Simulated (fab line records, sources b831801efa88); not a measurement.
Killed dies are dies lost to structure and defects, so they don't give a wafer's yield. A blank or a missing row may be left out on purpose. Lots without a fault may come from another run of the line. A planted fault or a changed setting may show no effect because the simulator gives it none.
A struck lot beside a sound one | flow gf180mcu | 31 steps out of a route of 602
Sound: wafers L435.2, L435.3, L435.6. Struck: wafers L445.1, L445.5, L445.6. The cause comes at the end.
At each step with rows: each side's tool, then ch and its chambers, then its first start. Under that, the readings that differ: sound wafers | struck wafers | difference of the means | sigmas: that difference in standard deviations of wafers without a fault.
alike: readings whose means differ by less than 2 such deviations, and words and numbers that are the same on both sides. not compared: withheld readings, readings that some wafer has no value for, bounds like >300 that may hide the same value, and numbers for which the record gives no deviation and whose values overlap.
The two part at a step that has a row with sigmas, a row that says differs or no value, or rows on one side only. Numbers that don't overlap but have no deviation are shown without sigmas and don't part them. A reading that every wafer of one side lacks parts them only if that side has two wafers or more.

first, 1 step without rows for these wafers: GF_HV_LDD_CVD_56 (deposits Si3N4 from DCS/NH3, target thk 90 nm, time 1543 s).
GF_HV_LDD_THK_MEAS_57:
  sound on film_metro-01, day 16 21:20; struck on film_metro-01, day 20 03:41
  alike: HV_LDD_CVD_56_THK
GF_HV_LDD_ETCHBACK_58: etches Si3N4 in CH3F/O2, stops on SiO2, time 100 s, target depth 90 nm.
  sound on rie_diel-01 ch 1,2,3, day 16 21:23; struck on rie_diel-01 ch 0,1, day 20 03:45
  alike: drypump_motor_current_A, oes_product_au, throttle_valve_pct
  not compared: rf_hours_counter_h
then, 7 steps without rows for these wafers: GF_NSD_DEHYDRATE_00 (time 60 s); GF_NSD_HMDS_01 (prime time 60 s); GF_NSD_COAT_02 (resist thk 1000 nm); GF_NSD_SOFTBAKE_03 (time 60 s); GF_NSD_EXPOSE_04 (exposes mask Nplus, target cd 400 nm); GF_NSD_PEB_05; GF_NSD_DEVELOP_06 (develop time 60 s).
GF_NSD_CD_MEAS_07: target cd 400 nm.
  sound on cd_sem-02, day 17 20:46; struck on cd_sem-02, day 21 03:37
  alike: cd_nm
GF_NSD_OVL_MEAS_08:
  sound on overlay-01, day 17 20:53; struck on overlay-01, day 21 03:44
  alike: NSD_OVL
GF_NSD_IMPLANT_09:
  sound on implanter-01 ch 0, day 17 20:56; struck on implanter-03 ch 0, day 21 03:47
  reading                   | sound             | struck            | difference | sigmas
  implant_ion_amu           | 75 75 75          | 31 31 31          | -44        |
  model.implant.rp_nm (nm)  | 37.11 37.11 37.11 | 70.78 70.78 70.78 | +33.67     |
  model.implant.drp_nm (nm) | 16.15 16.15 16.15 | 29.74 29.74 29.74 | +13.59     |
then, 1 step without rows for these wafers: GF_NSD_IMPLANT_10.
GF_NSD_STRIP_11: strips in O2/N2.
  sound on plasma_asher-04 ch 0, day 17 21:13; struck on plasma_asher-03 ch 0,1, day 21 04:05
  reading                      | sound             | struck            | difference | sigmas
  oes_product_au (a.u.)        | 0.489 0.487 0.487 | 0.462 0.453 0.453 | -0.032     | -7
  strip_time_to_endpoint_s (s) | 22.92 22.95 22.95 | 26.26 26.31 26.31 | +3.35      | +75
  alike: drypump_motor_current_A, heater_power_w
  not compared: rf_hours_counter_h
GF_NSD_TW_MEAS_12:
  sound on film_metro-03, day 17 21:19; struck on film_metro-02, day 21 04:25
  reading | sound          | struck         | difference | sigmas
  NSD_TW  | 4209 4207 4178 | 4833 4844 4831 | +638       | +26
  not compared: hold
then, 6 steps without rows for these wafers: GF_PSD_HMDS_01 (prime time 60 s); GF_PSD_COAT_02 (resist thk 1000 nm); GF_PSD_SOFTBAKE_03 (time 60 s); GF_PSD_EXPOSE_04 (exposes mask Pplus, target cd 400 nm); GF_PSD_PEB_05; GF_PSD_DEVELOP_06 (develop time 60 s).
GF_PSD_CD_MEAS_07: target cd 400 nm.
  sound on cd_sem-02, day 18 20:52; struck on cd_sem-01, day 22 03:08
  alike: cd_nm
GF_PSD_OVL_MEAS_08:
  sound on overlay-01, day 18 20:59; struck on overlay-01, day 22 03:15
  alike: PSD_OVL
then, 1 step without rows for these wafers: GF_PSD_IMPLANT_09.
GF_PSD_STRIP_10: strips in O2/N2.
  sound on plasma_asher-03 ch 0,1, day 18 21:10; struck on plasma_asher-02 ch 0,1, day 22 03:26
  reading                      | sound             | struck            | difference | sigmas
  strip_time_to_endpoint_s (s) | 16.64 16.60 16.62 | 16.50 16.52 16.47 | -0.12      | -3
  alike: drypump_motor_current_A, heater_power_w, oes_product_au
  not compared: rf_hours_counter_h
GF_PSD_TW_MEAS_11:
  sound on film_metro-03, day 18 21:16; struck on film_metro-03, day 22 03:32
  alike: PSD_TW
then, 1 step without rows for these wafers: GF_PSD_CLEAN_12 (cleans in SC1/SC2, time 150 s).
GF_PSD_RTA_13: time 20 s.
  sound on rtp_anneal-02 ch 0, day 18 21:23; struck on rtp_anneal-02 ch 0, day 22 03:39
  alike: lamp_power_pct, wafer_temp_C_max
GF_PSD_RS_MEAS_14: measures by four-point-probe.
  sound on film_metro-02, day 18 21:28; struck on film_metro-04, day 22 04:01
  reading         | sound             | struck            | difference | sigmas
  NSD_RS (ohm/sq) | 46.12 46.12 46.06 | 25.59 25.63 25.56 | -20.51     | -99 or more
  not compared: hold
then, 1 step without rows for these wafers: GF_PASSIVATION_PROBE_99.

WHERE THEY PART
First at GF_NSD_STRIP_11; last, within this record, at GF_PSD_RS_MEAS_14.

WHY: what the simulator had put in
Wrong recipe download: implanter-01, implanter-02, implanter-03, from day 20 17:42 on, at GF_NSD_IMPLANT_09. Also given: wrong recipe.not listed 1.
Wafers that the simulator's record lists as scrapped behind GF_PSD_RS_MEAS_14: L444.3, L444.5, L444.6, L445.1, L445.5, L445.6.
